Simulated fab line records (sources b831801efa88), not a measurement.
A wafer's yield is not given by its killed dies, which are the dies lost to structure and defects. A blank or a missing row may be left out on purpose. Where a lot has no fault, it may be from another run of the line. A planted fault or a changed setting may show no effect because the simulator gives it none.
Chamber matching :: flow sky130 :: SKY_LI_CONTACT_CMP_24 on cmp-02 has 4 sister chambers
The step polishes, stops on PSG, t overpolish 20 s, target thk 0 nm. 14 wafers are shown with their chamber, then 7 later ones without.

WAFERS WITH THEIR CHAMBER
wafer: L075.2
chamber: 0
motorCurrentA (A): 10.3
timeToEndpointS (s): 102
overpolishRunS (s): 19.989

wafer: L075.4
chamber: 1
motorCurrentA (A): 10.9
timeToEndpointS (s): 92
overpolishRunS (s): 20.019

wafer: L075.6
chamber: 1
motorCurrentA (A): 10.6
timeToEndpointS (s): 89
overpolishRunS (s): 20.002

wafer: L076.1
chamber: 3
motorCurrentA (A): 9.5
timeToEndpointS (s): 101
overpolishRunS (s): 20.015

wafer: L076.2
chamber: 1
motorCurrentA (A): 11.0
timeToEndpointS (s): 94
overpolishRunS (s): 19.996

wafer: L076.5
chamber: 3
motorCurrentA (A): 9.5
timeToEndpointS (s): 100
overpolishRunS (s): 19.991

wafer: L078.1
chamber: 1
motorCurrentA (A): 10.6
timeToEndpointS (s): 95
overpolishRunS (s): 20.002

wafer: L078.2
chamber: 3
motorCurrentA (A): 9.4
timeToEndpointS (s): 95
overpolishRunS (s): 19.991

wafer: L078.3
chamber: 2
motorCurrentA (A): 10.0
timeToEndpointS (s): 98
overpolishRunS (s): 19.993

wafer: L078.4
chamber: 0
motorCurrentA (A): 10.4
timeToEndpointS (s): 102
overpolishRunS (s): 20.001

wafer: L078.5
chamber: 3
motorCurrentA (A): 9.1
timeToEndpointS (s): 99
overpolishRunS (s): 19.994

wafer: L078.6
chamber: 2
motorCurrentA (A): 9.6
timeToEndpointS (s): 98
overpolishRunS (s): 19.998

wafer: L080.1
chamber: 3
motorCurrentA (A): 8.9
timeToEndpointS (s): 97
overpolishRunS (s): 19.994

wafer: L080.2
chamber: 1
motorCurrentA (A): 10.6
timeToEndpointS (s): 94
overpolishRunS (s): 20.020

SIGNATURES (means of the wafers above)
reading: motorCurrentA
chamber 0: 10.350
chamber 1: 10.740
chamber 2: 9.800
chamber 3: 9.280
scatter within a chamber: 0.229

reading: timeToEndpointS
chamber 0: 102.00
chamber 1: 92.80
chamber 2: 98.00
chamber 3: 98.40
scatter within a chamber: 2.14

reading: overpolishRunS
chamber 0: 19.99500
chamber 1: 20.00780
chamber 2: 19.99550
chamber 3: 19.99700
scatter within a chamber: 0.0099
Rule: a wafer's distance from a chamber is the root of the sum, over the readings, of the square of ((its reading less the chamber's mean) divided by the reading's scatter). If the next closest chamber is less than 2 further off than the closest, the wafer can't be placed; otherwise it belongs to the closest. The scatter: the root of (the sum of the squares of (reading less its chamber's mean) over the shown wafers, divided by (wafers less chambers)).

WAFERS WITHOUT THEIR CHAMBER
wafer: L080.4
motorCurrentA (A): 10.1
timeToEndpointS (s): 99
overpolishRunS (s): 19.999

wafer: L084.4
motorCurrentA (A): 10.8
timeToEndpointS (s): 95
overpolishRunS (s): 20.002

wafer: L084.5
motorCurrentA (A): 9.2
timeToEndpointS (s): 98
overpolishRunS (s): 20.021

wafer: L084.6
motorCurrentA (A): 9.5
timeToEndpointS (s): 104
overpolishRunS (s): 20.001

wafer: L088.4
motorCurrentA (A): 9.5
timeToEndpointS (s): 101
overpolishRunS (s): 20.008

wafer: L088.5
motorCurrentA (A): 9.4
timeToEndpointS (s): 99
overpolishRunS (s): 20.012

wafer: L088.6
motorCurrentA (A): 11.1
timeToEndpointS (s): 91
overpolishRunS (s): 19.988

THE CHAMBER EACH PASSED THROUGH
wafer: L080.4
from the rows above: can't be placed: 2 or 0
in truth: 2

wafer: L084.4
from the rows above: 1
in truth: 1

wafer: L084.5
from the rows above: can't be placed: 3 or 2
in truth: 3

wafer: L084.6
from the rows above: can't be placed: 3 or 2 or 0
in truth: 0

wafer: L088.4
from the rows above: can't be placed: 3 or 2
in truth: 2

wafer: L088.5
from the rows above: can't be placed: 3 or 2
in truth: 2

wafer: L088.6
from the rows above: 1
in truth: 1
Correct placement for 2 of the 7. Unplaceable from these rows: 5, with the true chamber sitting among the candidates in 5. Number placed wrongly: 0.
